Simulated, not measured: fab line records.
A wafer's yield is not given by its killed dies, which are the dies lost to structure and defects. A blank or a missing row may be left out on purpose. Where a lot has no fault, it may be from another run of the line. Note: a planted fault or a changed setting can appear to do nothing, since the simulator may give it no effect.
Which tool was responsible? :: flow gf180mcu :: 36 wafers from 12 lots sampled at 2 of the route's 602 steps

## WHAT THE GAUGES SHOWED, per wafer
GF_HV_LDD_CD_MEAS_31 targets a cd of 400 nm.
lot: L075
measured: day 12 11:17
on: cd-sem-02
cd-nm (nm): 401.2 404.0 404.8

lot: L077
measured: day 13 08:04
on: cd-sem-01
cd-nm (nm): 399.2 399.7 398.7

lot: L079
measured: day 13 22:19
on: cd-sem-01
cd-nm (nm): 402.0 402.6 402.2

lot: L081
measured: day 14 14:25
on: cd-sem-02
cd-nm (nm): 398.6 396.9 399.6

lot: L083
measured: day 15 02:59
on: cd-sem-02
cd-nm (nm): 399.2 399.2 400.0

lot: L085
measured: day 15 18:17
on: cd-sem-01
cd-nm (nm): 394.1 398.1 398.3

lot: L087
measured: day 16 07:10
on: cd-sem-02
cd-nm (nm): 399.2 399.5 403.2

lot: L089
measured: day 16 21:31
on: cd-sem-01
cd-nm (nm): 405.6 401.8 403.1

lot: L091
measured: day 17 15:16
on: cd-sem-02
cd-nm (nm): 399.4 398.3 399.2

lot: L093
measured: day 18 02:01
on: cd-sem-01
cd-nm (nm): 401.9 402.4 402.2

lot: L095
measured: day 18 19:28
on: cd-sem-02
cd-nm (nm): 398.1 398.7 399.2

lot: L097
measured: day 19 14:58
on: cd-sem-02
cd-nm (nm): 401.7 400.6 399.7

## TOOL THAT RAN EACH LOT (tool first, then ch and the chambers of the sampled wafers, then the start)
lot: L075
GF_POLY_GATE_STRIP_14: plasma-asher-02 ch 0,1, day 10 00:09

lot: L077
GF_POLY_GATE_STRIP_14: plasma-asher-01 ch 0,1, day 10 17:14

lot: L079
GF_POLY_GATE_STRIP_14: plasma-asher-04 ch 0,1, day 11 04:16

lot: L081
GF_POLY_GATE_STRIP_14: plasma-asher-02 ch 0,1, day 11 22:23

lot: L083
GF_POLY_GATE_STRIP_14: plasma-asher-01 ch 0, day 12 10:29

lot: L085
GF_POLY_GATE_STRIP_14: plasma-asher-01 ch 0, day 13 00:08

lot: L087
GF_POLY_GATE_STRIP_14: plasma-asher-04 ch 0,1, day 13 11:38

lot: L089
GF_POLY_GATE_STRIP_14: plasma-asher-04 ch 0,1, day 14 00:38

lot: L091
GF_POLY_GATE_STRIP_14: plasma-asher-01 ch 0,1, day 14 16:44

lot: L093
GF_POLY_GATE_STRIP_14: plasma-asher-04 ch 0,1, day 15 02:20

lot: L095
GF_POLY_GATE_STRIP_14: plasma-asher-02 ch 0,1, day 15 18:08

lot: L097
GF_POLY_GATE_STRIP_14: plasma-asher-02 ch 0,1, day 16 11:58
- GF_POLY_GATE_STRIP_14: strips in O2/N2.

## THE ANSWER, worked out from the rows above alone
Rule: what is usual is taken from the lots themselves. The widest of any qualifying gaps counts: lots, ordered by their means at a reading, are off when they make up no more than a third of the lots, leave a main group of 4 or more, and stand apart from it by 3 or more times the standard deviation of that group's means. The tables above print the reading to a certain number of digits; a main group whose means all agree to those digits is not used. A lot without any number at a reading at which 4 lots or more have one is off too. All remaining lots with rows at the step are treated as sound.
No lot is off at any reading shown: from this, nothing can be told.

## WHAT HAD BEEN PUT IN BY THE SIMULATOR
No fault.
